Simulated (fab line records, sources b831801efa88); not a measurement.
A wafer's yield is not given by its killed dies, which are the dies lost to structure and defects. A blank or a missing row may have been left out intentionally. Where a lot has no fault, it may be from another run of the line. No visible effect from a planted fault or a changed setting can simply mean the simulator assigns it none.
Chamber matching || flow gf180mcu || GF_V1_CMP_26 on cmp-02 has 4 sister chambers
The step polishes, stops on SiO2, t overpolish 15 s, target thk 0 nm. 8 wafers are shown with their chamber, then 12 later ones without.

== WAFERS WITH THEIR CHAMBER ==
{"wafer": "L089.1", "chamber": 3, "motorCurrentA (A)": 10.0, "timeToEndpointS (s)": 87}
{"wafer": "L089.4", "chamber": 1, "motorCurrentA (A)": 9.9, "timeToEndpointS (s)": 89}
{"wafer": "L089.6", "chamber": 0, "motorCurrentA (A)": 11.0, "timeToEndpointS (s)": 83}
{"wafer": "L090.3", "chamber": 3, "motorCurrentA (A)": 9.8, "timeToEndpointS (s)": 82}
{"wafer": "L090.6", "chamber": 1, "motorCurrentA (A)": 10.7, "timeToEndpointS (s)": 88}
{"wafer": "L091.2", "chamber": 2, "motorCurrentA (A)": 13.0, "timeToEndpointS (s)": 80}
{"wafer": "L091.3", "chamber": 0, "motorCurrentA (A)": 11.1, "timeToEndpointS (s)": 81}
{"wafer": "L091.5", "chamber": 2, "motorCurrentA (A)": 12.9, "timeToEndpointS (s)": 83}

== WAFERS WITHOUT THEIR CHAMBER ==
{"wafer": "L092.2", "motorCurrentA (A)": 13.6, "timeToEndpointS (s)": 82}
{"wafer": "L092.3", "motorCurrentA (A)": 10.6, "timeToEndpointS (s)": 83}
{"wafer": "L092.6", "motorCurrentA (A)": 10.1, "timeToEndpointS (s)": 90}
{"wafer": "L093.1", "motorCurrentA (A)": 10.4, "timeToEndpointS (s)": 84}
{"wafer": "L093.4", "motorCurrentA (A)": 13.7, "timeToEndpointS (s)": 80}
{"wafer": "L093.5", "motorCurrentA (A)": 13.8, "timeToEndpointS (s)": 84}
{"wafer": "L094.3", "motorCurrentA (A)": 10.6, "timeToEndpointS (s)": 85}
{"wafer": "L094.4", "motorCurrentA (A)": 9.8, "timeToEndpointS (s)": 83}
{"wafer": "L094.6", "motorCurrentA (A)": 10.7, "timeToEndpointS (s)": 80}
{"wafer": "L096.1", "motorCurrentA (A)": 10.0, "timeToEndpointS (s)": 82}
{"wafer": "L096.2", "motorCurrentA (A)": 13.6, "timeToEndpointS (s)": 82}
{"wafer": "L096.3", "motorCurrentA (A)": 10.5, "timeToEndpointS (s)": 86}

== EACH ONE'S CHAMBER ==
{"wafer": "L092.2", "from the rows above": 2, "in truth": 2}
{"wafer": "L092.3", "from the rows above": "can't be placed: 0 or 3 or 1", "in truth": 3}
{"wafer": "L092.6", "from the rows above": "can't be placed: 1 or 3", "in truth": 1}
{"wafer": "L093.1", "from the rows above": "can't be placed: 3 or 1 or 0", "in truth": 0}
{"wafer": "L093.4", "from the rows above": 2, "in truth": 2}
{"wafer": "L093.5", "from the rows above": 2, "in truth": 2}
{"wafer": "L094.3", "from the rows above": "can't be placed: 1 or 0 or 3", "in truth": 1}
{"wafer": "L094.4", "from the rows above": 3, "in truth": 3}
{"wafer": "L094.6", "from the rows above": "can't be placed: 0 or 3", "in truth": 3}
{"wafer": "L096.1", "from the rows above": "can't be placed: 3 or 1", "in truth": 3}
{"wafer": "L096.2", "from the rows above": 2, "in truth": 2}
{"wafer": "L096.3", "from the rows above": "can't be placed: 1 or 3 or 0", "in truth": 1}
Correctly placed: 5 of 12. From these rows, 7 cannot be placed; in 7 the true chamber is one of the candidates. Placed wrongly: 0.
How it was worked out, from the rows above alone: a wafer's distance from a chamber is the root of the sum, over the readings, of the square of ((its reading less the chamber's mean) divided by the reading's scatter). The wafer belongs to the nearest chamber; if the next one is less than 2 further off, it can't be placed. A chamber's mean is the mean of its shown wafers. The scatter: take each reading less its chamber's mean, square it, sum over the shown wafers, divide by the number of wafers less the number of chambers, and take the root.
